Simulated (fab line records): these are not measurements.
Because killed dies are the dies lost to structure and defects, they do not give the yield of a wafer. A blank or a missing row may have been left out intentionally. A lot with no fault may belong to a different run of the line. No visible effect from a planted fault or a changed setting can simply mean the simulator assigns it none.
fab line records | flow sky130
[record] lots = 6 | wafers = 18 | last-day = 50
route steps=708 shown CAPM@548 METAL3@555 PAD_OPEN@708
lots with no fault: from the same line, run without faults
start-h: the number of hours between the record's first day and the start of the first shown wafer of the lot | wait-h: hours elapsed since this lot's preceding step | " repeats the value in the row above | L1.1+2: a row that stands for several wafers | - no value present, or no start provided | * or withheld: withheld | < > ~ a bound
route shown NAME@n: NAME is a module with steps in the file, n the number in the route of the first one | usual: mean/standard deviation of fault-free wafers | same: alike in all rows | chamber/n: place in a boat | sites: per-site readings | _std_site: standard deviation across them | _edge_site: the outer-site mean with the inner-site mean subtracted | radius-mm: for every site, how far away it sits from the centre of the wafer | mask NAME#n: copy n | behind: the most recent tool/chamber to have shaped the wafer | hold: cause of the lot's hold/its duration in hours/its outcome | device: which transistor (n, p or np) failed to switch | end of line: tests run on the same wafers once the route is complete | step lacking rows: just its recipe | killed: not the wafer's yield, but the dies lost to structure and defects at the first sort | map: per-die view of a wafer (x killed, . not killed, _ where there is no die)
set.NAME: the setting the step ran with; set.NAME@STEP: the setting that earlier step ran with | model.NAME: the simulator's own value behind a step, which no gauge read
lots seen at some steps along the route; tables by step, rows by wafer
services: when a tool's chamber went out of use (start-h, in hours from the record's first day, below 0 if earlier), for how many hours, and the reason
[[steps]]
[step SKY_CAPM_DEVELOP_11]
[recipe] resist = NOVOLAK | developer = TMAH | develop-time-s = 60 | dev-temp-c = 23
[step SKY_CAPM_OVL_MEAS_12]
[usual] CAPM_OVL = -1.5/1.4
lot.wafer | tool       | chamber | start-h | wait-h | CAPM_OVL[nm]
L782.1    | overlay-02 | -       | 901.03  | 0.1    | 0.1
L782.3    | "          | -       | "       | "      | -2.9
L782.6    | "          | -       | "       | "      | -1.1
L784.1    | overlay-02 | -       | 909.43  | 0.1    | -4.1
L784.2    | "          | -       | "       | "      | -2.7
L784.6    | "          | -       | "       | "      | -3.6
L785.1    | overlay-02 | -       | 931.78  | 0.1    | -2.5
L785.2    | "          | -       | "       | "      | -1.6
L785.4    | "          | -       | "       | "      | -2.2
L798.2    | overlay-01 | -       | 1019.44 | 0.1    | -0.4
L798.3    | "          | -       | "       | "      | -0.3
L798.4    | "          | -       | "       | "      | -0.2
L799.1    | overlay-02 | -       | 1020.79 | 0.1    | -3.5
L799.3    | "          | -       | "       | "      | -0.8
L799.4    | "          | -       | "       | "      | -1.9
L800.1    | overlay-01 | -       | 1023.08 | 0.1    | -1.1
L800.5    | "          | -       | "       | "      | 1.4
L800.6    | "          | -       | "       | "      | -1.0
[step SKY_CAPM_METAL_ETCH_13]
[recipe] target-depth-nm = 220 | stop-on = SiO2 | chemistry = Cl2/BCl3 | target = TiN | pressure-mtorr = 10 | icp-w = 900 | bias-w = 48.5 | Cl2_flow_sccm = 60 | bcl3-flow-sccm = 30 | time-s = 62.9
[usual] drypump-motor-current-A = 5.56/0.25 | mfc-cl2-sccm = 60.04/0.17 | oes-product-au = 0.937/0.0077 | throttle-valve-pct = 21.904/0.01
lot.wafer | tool         | chamber | start-h | wait-h | drypump-motor-current-A | mfc-cl2-sccm | oes-product-au | rf-hours-counter-h | throttle-valve-pct
L782.1    | rie-metal-01 | 1       | 901.07  | 0.0    | 5.25                    | 59.87        | 0.948          | 5                  | 21.897
L782.3    | "            | 1       | "       | "      | 5.24                    | 60.04        | 0.942          | -                  | 21.908
L782.6    | "            | 0       | "       | "      | 5.17                    | 60.04        | 0.940          | -                  | 21.902
L784.1    | rie-metal-03 | 1       | 909.47  | 0.0    | 5.80                    | 59.87        | 0.939          | 17                 | 21.908
L784.2    | "            | 0       | "       | "      | 5.67                    | 60.02        | 0.938          | 18                 | 21.889
L784.6    | "            | 1       | "       | "      | 5.82                    | 59.74        | 0.953          | -                  | 21.899
L785.1    | rie-metal-01 | 1       | 931.82  | 0.0    | 5.25                    | 59.77        | 0.932          | 6                  | 21.892
L785.2    | "            | 0       | "       | "      | 5.17                    | 60.15        | 0.942          | 7                  | 21.915
L785.4    | "            | 0       | "       | "      | 5.16                    | 60.14        | 0.940          | -                  | 21.898
L798.2    | rie-metal-01 | 1       | 1019.49 | 0.0    | 5.25                    | 60.24        | 0.937          | -                  | 21.914
L798.3    | "            | 1       | "       | "      | 5.26                    | 60.24        | 0.937          | -                  | 21.904
L798.4    | "            | 1       | "       | "      | 5.26                    | 60.16        | 0.943          | -                  | 21.899
L799.1    | rie-metal-02 | 0       | 1020.82 | 0.0    | 5.73                    | 59.58        | 0.940          | 13                 | 21.912
L799.3    | "            | 0       | "       | "      | 5.71                    | 59.84        | 0.940          | -                  | 21.919
L799.4    | "            | 1       | "       | "      | 5.78                    | 60.12        | 0.934          | -                  | 21.905
L800.1    | rie-metal-03 | 0       | 1023.12 | 0.0    | 5.67                    | 60.37        | 0.942          | 8                  | 21.911
L800.5    | "            | 0       | "       | "      | 5.66                    | 59.97        | 0.936          | -                  | 21.906
L800.6    | "            | 1       | "       | "      | 5.79                    | 60.00        | 0.930          | -                  | 21.894
[step SKY_CAPM_STRIP_14]
[recipe] chemistry = O2/N2 | power-w = 1400 | pressure-mtorr = 1500 | platen-temp-c = withheld | o2-flow-sccm = 3000 | n2-flow-sccm = 300 | overash-fraction = 0.5
[usual] drypump-motor-current-A = 5.9/0.46 | o2-flow-sccm = 3001/9.2 | oes-product-au = 0.710/0.0046 | strip-time-to-endpoint-s = 12.65/0.042
lot.wafer | tool            | chamber | start-h | wait-h | drypump-motor-current-A | o2-flow-sccm | oes-product-au | rf-hours-counter-h | strip-time-to-endpoint-s
L782.1    | plasma-asher-02 | 0       | 901.14  | 0.1    | 6.2                     | 3008         | 0.712          | 16                 | 12.58
L782.3    | "               | 0       | "       | "      | 6.3                     | 2999         | 0.709          | -                  | 12.64
L782.6    | "               | 1       | "       | "      | 6.5                     | 2997         | 0.716          | -                  | 12.65
L784.1    | plasma-asher-03 | 1       | 909.54  | 0.1    | 5.7                     | 2988         | 0.703          | 45                 | 12.75
L784.2    | "               | 0       | "       | "      | 5.2                     | 2998         | 0.709          | 45                 | 12.64
L784.6    | "               | 1       | "       | "      | 5.7                     | 2996         | 0.709          | -                  | 12.73
L785.1    | plasma-asher-02 | 1       | 931.89  | 0.1    | 6.5                     | 2996         | 0.717          | 19                 | 12.66
L785.2    | "               | 0       | "       | "      | 6.2                     | 3017         | 0.713          | 19                 | 12.64
L785.4    | "               | 1       | "       | "      | 6.5                     | 2999         | 0.709          | -                  | 12.64
L798.2    | plasma-asher-02 | 0       | 1019.62 | 0.1    | 6.3                     | 3008         | 0.713          | 29                 | 12.64
L798.3    | "               | 1       | "       | "      | 6.5                     | 3016         | 0.701          | -                  | 12.67
L798.4    | "               | 0       | "       | "      | 6.3                     | 3007         | 0.714          | -                  | 12.63
L799.1    | plasma-asher-01 | 1       | 1020.90 | 0.1    | 6.1                     | 3014         | 0.706          | 86                 | 12.60
L799.3    | "               | 0       | "       | "      | 5.7                     | 3004         | 0.702          | -                  | 12.65
L799.4    | "               | 1       | "       | "      | 6.1                     | 2997         | 0.702          | -                  | 12.63
L800.1    | plasma-asher-03 | 0       | 1023.20 | 0.1    | 5.2                     | 3002         | 0.715          | 56                 | 12.65
L800.5    | "               | 1       | "       | "      | 5.7                     | 2996         | 0.710          | -                  | 12.68
L800.6    | "               | 0       | "       | "      | 5.2                     | 2991         | 0.705          | -                  | 12.70
[step SKY_CAPM_STRIP_15]
[recipe] chemistry = post-etch-residue-remover | time-s = 1200 | temp-c = 72.5
[step SKY_CAPM_CLEAN_16]
[recipe] chemistry = IPA | time-s = 180 | temp-c = 25
[step SKY_CAPM_CLEAN_17]
[recipe] chemistry = O3/DIW | dry = n2-spin
[step SKY_METAL3_DEHYDRATE_05]
[recipe] temp-c = 200 | time-s = 60
[step SKY_METAL3_HMDS_06]
[recipe] prime-time-s = 60 | prime-temp-c = 120
[step SKY_METAL3_COAT_07]
[recipe] resist = BARC | temp-c = withheld | time-s = withheld | spin-rpm = 3000 | resist-thk-nm = 60
[step SKY_METAL3_COAT_08]
[recipe] resist = KrF-thick | spin-rpm = 3000 | resist-thk-nm = 1140
[step SKY_METAL3_SOFTBAKE_09]
[recipe] temp-c = 100 | time-s = 90 | resist = KrF-thick
[step SKY_METAL3_EXPOSE_10]
[recipe] mask-id = MM3 | na = 0.68 | source-shape = annular | sigma-inner = 0.4 | sigma-outer = 0.8 | target-cd-nm = 300 | dose-mj = 28
lot.wafer  | tool           | chamber | start-h | wait-h | mask
L782.1+3+6 | krf-scanner-01 | 0       | 914.46  | -      | MM3#0
L784.1+2+6 | krf-scanner-02 | 0       | 922.13  | -      | MM3#0
L785.1+2+4 | krf-scanner-02 | 0       | 944.43  | -      | MM3#0
L798.2+3+4 | krf-scanner-01 | 0       | 1032.42 | -      | MM3#0
L799.1+3+4 | krf-scanner-02 | 0       | 1033.56 | -      | MM3#0
L800.1+5+6 | krf-scanner-02 | 0       | 1035.68 | -      | MM3#0
[step SKY_METAL3_PEB_11]
[recipe] peb-temp-c = withheld | peb-time-s = withheld | resist = KrF-thick
[step SKY_METAL3_DEVELOP_12]
[recipe] develop-time-s = 57.95 | resist = KrF-thick | dev-temp-c = 21
[usual] resist-line-temp-C = 23.00/0.1
lot.wafer | tool           | chamber | start-h | wait-h | resist-line-temp-C | model.METAL3.cd-nm
L782.1    | litho-track-04 | 0       | -       | -      | 22.90              | 298.8
L782.3    | "              | 0       | "       | "      | 22.94              | 299.4
L782.6    | "              | 0       | "       | "      | 22.91              | 299
L784.1    | litho-track-04 | 0       | -       | -      | 23.03              | 300.9
L784.2    | "              | 0       | "       | "      | 23.11              | 301.1
L784.6    | "              | 0       | "       | "      | 23.02              | 301.7
L785.1    | litho-track-01 | 0       | -       | -      | 23.00              | 301.1
L785.2    | "              | 0       | "       | "      | 22.87              | 301
L785.4    | "              | 0       | "       | "      | 22.96              | 301.1
L798.2    | litho-track-04 | 0       | -       | -      | 22.94              | 298.5
L798.3    | "              | 0       | "       | "      | 23.09              | 298.6
L798.4    | "              | 0       | "       | "      | 22.93              | 298.3
L799.1    | litho-track-02 | 0       | -       | -      | 22.85              | 254.5
L799.3    | "              | 0       | "       | "      | 22.85              | 267.2
L799.4    | "              | 0       | "       | "      | 22.91              | 244.1
L800.1    | litho-track-01 | 0       | -       | -      | 22.93              | 271.3
L800.5    | "              | 0       | "       | "      | 22.96              | 283.6
L800.6    | "              | 0       | "       | "      | 22.94              | 280.4
[step SKY_METAL3_CD_MEAS_13]
[recipe] target-cd-nm = 300
[usual] cd-nm = 300.2/1.4
lot.wafer | tool      | chamber | start-h | wait-h | cd-nm
L782.1    | cd-sem-02 | -       | 926.67  | -      | 298.9
L782.3    | "         | -       | "       | "      | 299.4
L782.6    | "         | -       | "       | "      | 299.1
L784.1    | cd-sem-02 | -       | 934.67  | -      | 301.0
L784.2    | "         | -       | "       | "      | 301.1
L784.6    | "         | -       | "       | "      | 301.5
L785.1    | cd-sem-01 | -       | 956.88  | -      | 300.9
L785.2    | "         | -       | "       | "      | 301.0
L785.4    | "         | -       | "       | "      | 300.8
L798.2    | cd-sem-02 | -       | 1042.74 | -      | 298.6
L798.3    | "         | -       | "       | "      | 298.8
L798.4    | "         | -       | "       | "      | 298.4
L799.1    | cd-sem-01 | -       | 1043.83 | -      | 254.4
L799.3    | "         | -       | "       | "      | 267.4
L799.4    | "         | -       | "       | "      | 244.2
L800.1    | cd-sem-01 | -       | 1046.33 | -      | 271.3
L800.5    | "         | -       | "       | "      | 283.5
L800.6    | "         | -       | "       | "      | 280.5
[step SKY_METAL3_OVL_MEAS_14]
[usual] METAL3_OVL = 0/5.3
lot.wafer | tool       | chamber | start-h | wait-h | METAL3_OVL[nm]
L782.1    | overlay-01 | -       | 926.79  | 0.1    | 8
L782.3    | "          | -       | "       | "      | 1
L782.6    | "          | -       | "       | "      | 5
L784.1    | overlay-02 | -       | 934.79  | 0.1    | 7
L784.2    | "          | -       | "       | "      | 9
L784.6    | "          | -       | "       | "      | 2
L785.1    | overlay-02 | -       | 957.00  | 0.1    | 3
L785.2    | "          | -       | "       | "      | 2
L785.4    | "          | -       | "       | "      | -3
L798.2    | overlay-02 | -       | 1042.85 | 0.1    | 5
L798.3    | "          | -       | "       | "      | -1
L798.4    | "          | -       | "       | "      | 13
L799.1    | overlay-01 | -       | 1043.95 | 0.1    | -3
L799.3    | "          | -       | "       | "      | -1
L799.4    | "          | -       | "       | "      | 0
L800.1    | overlay-01 | -       | 1046.45 | 0.1    | -8
L800.5    | "          | -       | "       | "      | -7
L800.6    | "          | -       | "       | "      | -2
[step SKY_METAL3_DESCUM_15]
[recipe] chemistry = O2 | source-power-w = 150 | bias-power-w = 0 | pressure-mtorr = 10 | temp-c = 40 | time-s = 8
[usual] drypump-motor-current-A = 5.63/0.19 | oes-product-au = 1.000/0.01
lot.wafer | tool         | chamber | start-h | wait-h | drypump-motor-current-A | oes-product-au | rf-hours-counter-h
L782.1    | rie-metal-02 | 0       | 926.82  | 0.0    | 5.73                    | 1.000          | 8
L782.3    | "            | 0       | "       | "      | 5.74                    | 1.002          | -
L782.6    | "            | 1       | "       | "      | 5.76                    | 0.997          | -
L784.1    | rie-metal-02 | 1       | 934.82  | 0.0    | 5.78                    | 0.993          | 3
L784.2    | "            | 0       | "       | "      | 5.72                    | 0.990          | 9
L784.6    | "            | 1       | "       | "      | 5.78                    | 0.991          | -
L785.1    | rie-metal-02 | 0       | 957.04  | 0.0    | 5.73                    | 1.009          | 9
L785.2    | "            | 1       | "       | "      | 5.74                    | 1.013          | 4
L785.4    | "            | 0       | "       | "      | 5.74                    | 0.990          | -
L798.2    | rie-metal-03 | 0       | 1042.88 | 0.0    | 5.64                    | 1.024          | 9
L798.3    | "            | 1       | "       | "      | 5.81                    | 1.001          | -
L798.4    | "            | 0       | "       | "      | 5.66                    | 1.020          | -
L799.1    | rie-metal-02 | 1       | 1043.99 | 0.0    | 5.81                    | 1.002          | 9
L799.3    | "            | 1       | "       | "      | 5.79                    | 1.014          | -
L799.4    | "            | 0       | "       | "      | 5.71                    | 1.009          | -
L800.1    | rie-metal-03 | 0       | 1046.49 | 0.0    | 5.63                    | 1.013          | 9
L800.5    | "            | 0       | "       | "      | 5.68                    | 1.008          | -
L800.6    | "            | 1       | "       | "      | 5.80                    | 1.004          | -
[step SKY_METAL3_ETCH_16]
[recipe] chemistry = N2/H2 | target = BARC | ion-energy-ev = 200 | bias-w = 100 | pressure-mtorr = 30 | n2-flow-sccm = 100 | h2-flow-sccm = 200 | icp-w = 500 | stop-on = SiO2 | time-s = 88.2 | target-depth-a = 600
[step SKY_METAL3_ETCH_17]
[recipe] target = SiO2 | stop-on = TiN | chemistry = C4F8/O2/Ar | source-w = 1500 | bias-w = 1200 | pressure-mtorr = 40 | c4f8-flow-sccm = withheld | O2_flow_sccm = 6 | Ar_flow_sccm = 300 | time-s = 3.9 | target-depth-a = 150
[usual] oes-product-au = 0.754/0.0073
lot.wafer | tool        | chamber | start-h | wait-h | oes-product-au | rf-hours-counter-h
L782.1    | rie-diel-04 | 3       | 926.95  | 0.1    | 0.750          | 13
L782.3    | "           | 2       | "       | "      | 0.732          | 15
L782.6    | "           | 1       | "       | "      | 0.748          | -
L784.1    | rie-diel-03 | 1       | 934.95  | 0.1    | 0.747          | 6
L784.2    | "           | 3       | "       | "      | 0.750          | 5
L784.6    | "           | 2       | "       | "      | 0.745          | -
L785.1    | rie-diel-03 | 1       | 957.17  | 0.1    | 0.748          | 6
L785.2    | "           | 3       | "       | "      | 0.757          | 6
L785.4    | "           | 0       | "       | "      | 0.774          | 14
L798.2    | rie-diel-03 | 3       | 1043.05 | 0.1    | 0.755          | 8
L798.3    | "           | 2       | "       | "      | 0.753          | 24
L798.4    | "           | 0       | "       | "      | 0.763          | 17
L799.1    | rie-diel-02 | 0       | 1044.12 | 0.1    | 0.756          | 2
L799.3    | "           | 1       | "       | "      | 0.745          | 6
L799.4    | "           | 3       | "       | "      | 0.755          | 14
L800.1    | rie-diel-04 | 3       | 1046.62 | 0.1    | 0.754          | 17
L800.5    | "           | 1       | "       | "      | 0.760          | -
L800.6    | "           | 3       | "       | "      | 0.774          | -
[step SKY_METAL3_METAL_ETCH_18]
[recipe] target-depth-a = 8450 | stop-on = SiO2 | over-etch-frac = 0.3 | time-s = 183.1 | chemistry = Cl2/BCl3 | resist-sidewall-deg = 88 | pressure-mtorr = 10 | icp-w = 900 | bias-w = 48.5 | Cl2_flow_sccm = 60 | bcl3-flow-sccm = 30
[usual] drypump-motor-current-A = 5.65/0.18 | mfc-cl2-sccm = 59.99/0.18 | oes-product-au = 0.846/0.0058 | throttle-valve-pct = 22.265/0.0092
lot.wafer | tool         | chamber | start-h | wait-h | drypump-motor-current-A | mfc-cl2-sccm | oes-product-au | rf-hours-counter-h | throttle-valve-pct | model.METAL3.cd-nm
L782.1    | rie-metal-03 | 0       | 926.97  | 0.0    | 5.68                    | 60.47        | 0.855          | 0                  | 22.242             | 299.6
L782.3    | "            | 0       | "       | "      | 5.68                    | 60.20        | 0.845          | -                  | 22.267             | 296.2
L782.6    | "            | 0       | "       | "      | 5.64                    | 59.88        | 0.841          | -                  | 22.268             | 296.9
L784.1    | rie-metal-04 | 0       | 934.97  | 0.0    | 5.25                    | 60.21        | 0.845          | 1                  | 22.268             | 295.8
L784.2    | "            | 1       | "       | "      | 5.37                    | 60.02        | 0.844          | 4                  | 22.262             | 307.6
L784.6    | "            | 0       | "       | "      | 5.26                    | 60.38        | 0.837          | -                  | 22.257             | 299.4
L785.1    | rie-metal-03 | 0       | 957.19  | 0.0    | 5.64                    | 60.01        | 0.848          | 3                  | 22.267             | 306
L785.2    | "            | 1       | "       | "      | 5.79                    | 59.79        | 0.852          | 0                  | 22.257             | 306.2
L785.4    | "            | 1       | "       | "      | 5.75                    | 59.88        | 0.851          | -                  | 22.264             | 303.4
L798.2    | rie-metal-04 | 1       | 1043.07 | 0.0    | 5.38                    | 60.04        | 0.842          | 8                  | 22.262             | 304
L798.3    | "            | 1       | "       | "      | 5.36                    | 60.01        | 0.854          | -                  | 22.277             | 302.6
L798.4    | "            | 0       | "       | "      | 5.28                    | 59.86        | 0.841          | -                  | 22.269             | 290.1
L799.1    | rie-metal-03 | 1       | 1044.14 | 0.0    | 5.84                    | 59.95        | 0.852          | 6                  | 22.276             | 251.7
L799.3    | "            | 1       | "       | "      | 5.80                    | 60.26        | 0.847          | -                  | 22.265             | 262.5
L799.4    | "            | 0       | "       | "      | 5.62                    | 59.65        | 0.844          | -                  | 22.272             | 240.3
L800.1    | rie-metal-02 | 0       | 1046.64 | 0.0    | 5.69                    | 60.01        | 0.845          | 15                 | 22.256             | 273.1
L800.5    | "            | 1       | "       | "      | 5.77                    | 60.30        | 0.840          | -                  | 22.264             | 281.5
L800.6    | "            | 0       | "       | "      | 5.72                    | 59.93        | 0.828          | -                  | 22.261             | 279.5
[step SKY_METAL3_STRIP_19]
[recipe] chemistry = O2/N2 | power-w = 1400 | pressure-mtorr = 1500 | platen-temp-c = withheld | o2-flow-sccm = 3000 | n2-flow-sccm = 300 | overash-fraction = 0.5
[usual] drypump-motor-current-A = 5.8/0.5 | o2-flow-sccm = 3001/9 | oes-product-au = 0.503/0.0059 | strip-time-to-endpoint-s = 6.55/0.097
lot.wafer | tool            | chamber | start-h | wait-h | drypump-motor-current-A | o2-flow-sccm | oes-product-au | rf-hours-counter-h | strip-time-to-endpoint-s
L782.1    | plasma-asher-03 | 1       | 927.15  | 0.1    | 5.7                     | 2993         | 0.500          | 47                 | 6.50
L782.3    | "               | 1       | "       | "      | 5.7                     | 3001         | 0.506          | -                  | 6.51
L782.6    | "               | 1       | "       | "      | 5.7                     | 2994         | 0.503          | -                  | 6.42
L784.1    | plasma-asher-03 | 1       | 935.15  | 0.1    | 5.7                     | 2999         | 0.509          | 48                 | 6.74
L784.2    | "               | 0       | "       | "      | 5.2                     | 3013         | 0.509          | 48                 | 6.73
L784.6    | "               | 0       | "       | "      | 5.2                     | 3016         | 0.503          | -                  | 6.66
L785.1    | plasma-asher-02 | 0       | 957.36  | 0.1    | 6.2                     | 2993         | 0.500          | 22                 | 6.44
L785.2    | "               | 1       | "       | "      | 6.5                     | 2989         | 0.506          | 22                 | 6.61
L785.4    | "               | 1       | "       | "      | 6.5                     | 3009         | 0.512          | -                  | 6.61
L798.2    | plasma-asher-04 | 0       | 1043.25 | 0.1    | 5.2                     | 2994         | 0.510          | 123                | 6.58
L798.3    | "               | 1       | "       | "      | 5.7                     | 2992         | 0.500          | -                  | 6.60
L798.4    | "               | 0       | "       | "      | 5.2                     | 2995         | 0.516          | -                  | 6.68
L799.1    | plasma-asher-03 | 0       | 1044.31 | 0.1    | 5.2                     | 3013         | 0.506          | 58                 | 6.64
L799.3    | "               | 1       | "       | "      | 5.7                     | 2997         | 0.509          | -                  | 6.66
L799.4    | "               | 0       | "       | "      | 5.2                     | 3017         | 0.497          | -                  | 6.48
L800.1    | plasma-asher-04 | 0       | 1046.81 | 0.1    | 5.2                     | 3004         | 0.508          | 124                | 6.51
L800.5    | "               | 1       | "       | "      | 5.7                     | 3003         | 0.503          | -                  | 6.50
L800.6    | "               | 0       | "       | "      | 5.2                     | 3001         | 0.497          | -                  | 6.52
[step SKY_PAD_OPEN_PROBE_99]
lot.wafer | tool      | chamber | start-h | wait-h | model.etest.met3.width-nm | model.etest.met3.line-ohm-um
L782.1    | prober-02 | -       | 1096.28 | 0.1    | 300.1                     | 0.1488
L782.3    | prober-02 | -       | 1096.38 | 0.2    | 295.3                     | 0.1504
L784.1    | prober-02 | -       | 1103.45 | 0.1    | 298.9                     | 0.151
L784.2    | prober-02 | -       | 1103.50 | 0.1    | 307.8                     | 0.1471
L784.6    | prober-02 | -       | 1103.70 | 0.2    | 301.2                     | 0.1514
L785.1    | prober-01 | -       | 1119.46 | 0.1    | 302.9                     | 0.1482
L785.2    | prober-01 | -       | 1119.51 | 0.1    | 309.2                     | 0.1463
L785.4    | prober-01 | -       | 1119.61 | 0.2    | 304.2                     | 0.1477
L798.2    | prober-02 | -       | 1189.38 | 0.1    | 303.6                     | 0.1468
L798.3    | prober-02 | -       | 1189.43 | 0.2    | 299.4                     | 0.1484
L798.4    | prober-02 | -       | 1189.48 | 0.2    | 289.7                     | 0.1556
L800.1    | prober-02 | -       | 1191.69 | 0.1    | 274.2                     | 0.1654
L800.5    | prober-02 | -       | 1191.89 | 0.2    | 282                       | 0.1597
L800.6    | prober-02 | -       | 1191.94 | 0.2    | 278.2                     | 0.1641
// killed by level:class
L782.1 VIA2:geometric-particle:open=11 METAL2:geometric-particle:short=10 FIELD_ISO:geometric-particle:short=9 CONTACT:geometric-particle:short=8 LI_CONTACT:geometric-particle:open=7 CONTACT:geometric-particle:open=7 VIA1:geometric-particle:open=7 FIELD_ISO:geometric-particle:open=5
L782.3 CONTACT:geometric-particle:open=13 VIA1:geometric-particle:open=7 LI_CONTACT:geometric-particle:open=5 LOCAL_INTERCONNECT:geometric-particle:short=5 CONTACT:geometric-particle:short=5 METAL1:geometric-particle:short=5 VIA3:geometric-particle:open=5 FIELD_ISO:geometric-particle:short=4
L784.1 METAL1:geometric-particle:short=11 VIA1:geometric-particle:open=10 METAL2:geometric-particle:short=7 LI_CONTACT:geometric-particle:open=5 VIA1:geometric-particle:short=5 CONTACT:geometric-particle:short=5 FIELD_ISO:geometric-particle:open=4 VIA3:geometric-particle:open=4
L784.2 CONTACT:geometric-particle:open=12 VIA1:geometric-particle:open=9 METAL1:geometric-particle:short=8 VIA2:geometric-particle:open=8 FIELD_ISO:geometric-particle:open=7 LI_CONTACT:geometric-particle:open=7 FIELD_ISO:geometric-particle:short=5 POLY_GATE:geometric-particle:short=5
L784.6 VIA1:geometric-particle:open=10 LI_CONTACT:geometric-particle:open=9 CONTACT:geometric-particle:open=7 METAL2:geometric-particle:short=7 METAL1:geometric-particle:short=6 FIELD_ISO:geometric-particle:short=5 METAL4:geometric-particle:short=5 VIA3:geometric-particle:open=4
L785.1 CONTACT:geometric-particle:open=11 VIA1:geometric-particle:open=8 FIELD_ISO:geometric-particle:open=7 LI_CONTACT:geometric-particle:open=7 LOCAL_INTERCONNECT:geometric-particle:short=7 METAL2:geometric-particle:short=7 VIA3:geometric-particle:open=7 METAL1:geometric-particle:short=5
L785.2 VIA1:geometric-particle:open=9 FIELD_ISO:geometric-particle:short=6 VIA3:geometric-particle:open=6 VIA2:geometric-particle:open=6 VIA2:geometric-particle:short=5 LI_CONTACT:geometric-particle:open=5 CONTACT:geometric-particle:open=5 SPACER:geometric-particle:short=4
L785.4 VIA1:geometric-particle:open=13 LI_CONTACT:geometric-particle:open=9 METAL2:geometric-particle:short=8 VIA3:geometric-particle:open=7 VIA1:geometric-particle:short=6 FIELD_ISO:geometric-particle:short=5 LI_CONTACT:geometric-particle:short=4 CONTACT:geometric-particle:open=4
L798.2 VIA2:geometric-particle:open=10 VIA1:geometric-particle:open=8 METAL1:geometric-particle:short=6 LI_CONTACT:geometric-particle:short=4 LI_CONTACT:geometric-particle:open=4 LOCAL_INTERCONNECT:geometric-particle:short=4 CONTACT:geometric-particle:open=4 METAL2:geometric-particle:short=4
L798.3 VIA1:geometric-particle:open=11 CONTACT:geometric-particle:open=6 METAL3:geometric-particle:short=6 METAL1:geometric-particle:short=5 VIA1:geometric-particle:short=5 LI_CONTACT:geometric-particle:short=4 CONTACT:geometric-particle:short=4 METAL2:geometric-particle:short=4
L798.4 VIA1:geometric-particle:open=7 FIELD_ISO:geometric-particle:open=5 LI_CONTACT:geometric-particle:open=5 CONTACT:geometric-particle:open=5 VIA1:geometric-particle:short=5 METAL2:geometric-particle:short=5 VIA3:geometric-particle:open=4 METAL1:geometric-particle:short=4
[[services]]
tool            | chamber | start-h | hours | kind
krf-scanner-01  | -       | 903.03  | 1.6   | repair
krf-scanner-01  | -       | 915.68  | 0.8   | pm
rie-diel-04     | 0       | 917.22  | 4.2   | repair
rie-metal-01    | -       | 938.33  | 0.2   | repair
rie-metal-01    | 1       | 940.50  | 29.5  | repair
rie-diel-03     | 1       | 945.25  | 7.9   | repair
krf-scanner-02  | -       | 947.37  | 4.0   | pm
rie-diel-04     | -       | 969.63  | 2.8   | pm
rie-diel-04     | 2       | 972.43  | 2.5   | repair
krf-scanner-02  | -       | 979.94  | 1.3   | pm
rie-diel-04     | 3       | 986.15  | 2.4   | repair
krf-scanner-02  | -       | 988.50  | 1.0   | pm
rie-metal-03    | -       | 990.32  | 4.3   | pm
rie-metal-04    | -       | 1003.10 | 14.6  | pm
plasma-asher-03 | -       | 1003.20 | 2.1   | repair
rie-metal-01    | 0       | 1003.45 | 23.9  | repair
krf-scanner-02  | -       | 1003.56 | 0.9   | repair
rie-diel-03     | 1       | 1007.15 | 3.2   | repair
rie-diel-03     | 0       | 1016.72 | 8.5   | repair
rie-metal-04    | -       | 1019.08 | 6.4   | repair
krf-scanner-02  | -       | 1023.22 | 1.2   | repair
rie-metal-01    | -       | 1026.39 | 2.8   | pm
rie-diel-03     | 3       | 1027.59 | 5.9   | repair
krf-scanner-02  | -       | 1032.14 | 0.8   | pm
[[key]]
[first-sign] step = SKY_METAL3_CD_MEAS_13 | reading = cd-nm | direction = down | sigmas = 23 | usual = 300.2 | struck = 266.9
effect none on later readings
[model-effect] step = SKY_METAL3_DEVELOP_12 | value = METAL3.cd-nm | without = 298.7 | struck = 266.8
[model-effect] step = SKY_METAL3_METAL_ETCH_18 | value = METAL3.cd-nm | without = 296.7 | struck = 264.8
[model-effect] step = SKY_PAD_OPEN_PROBE_99 | value = etest.met3.width-nm | without = 298.1 | struck = 278.1
met-at SKY_METAL3_EXPOSE_10
struck-wafers L799.1,L799.3,L799.4,L800.1,L800.5,L800.6
sort-left-out L799.1,L799.3,L799.4,L800.1,L800.5,L800.6
onset-between 944.43 1033.56
also-fits time
[fault] kind = process-parameter-drift | tool = krf-scanner-02 | chamber = - | onset-h = 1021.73 | steps = SKY_METAL3_EXPOSE_10 | channel = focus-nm | offset = 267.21 | spread-by-wafer = 0.3 | shape = step | end-h = 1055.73
// sort-left-out: the simulated sort isn't trusted on such a fault, so these wafers' sort isn't shown, and their yield isn't known
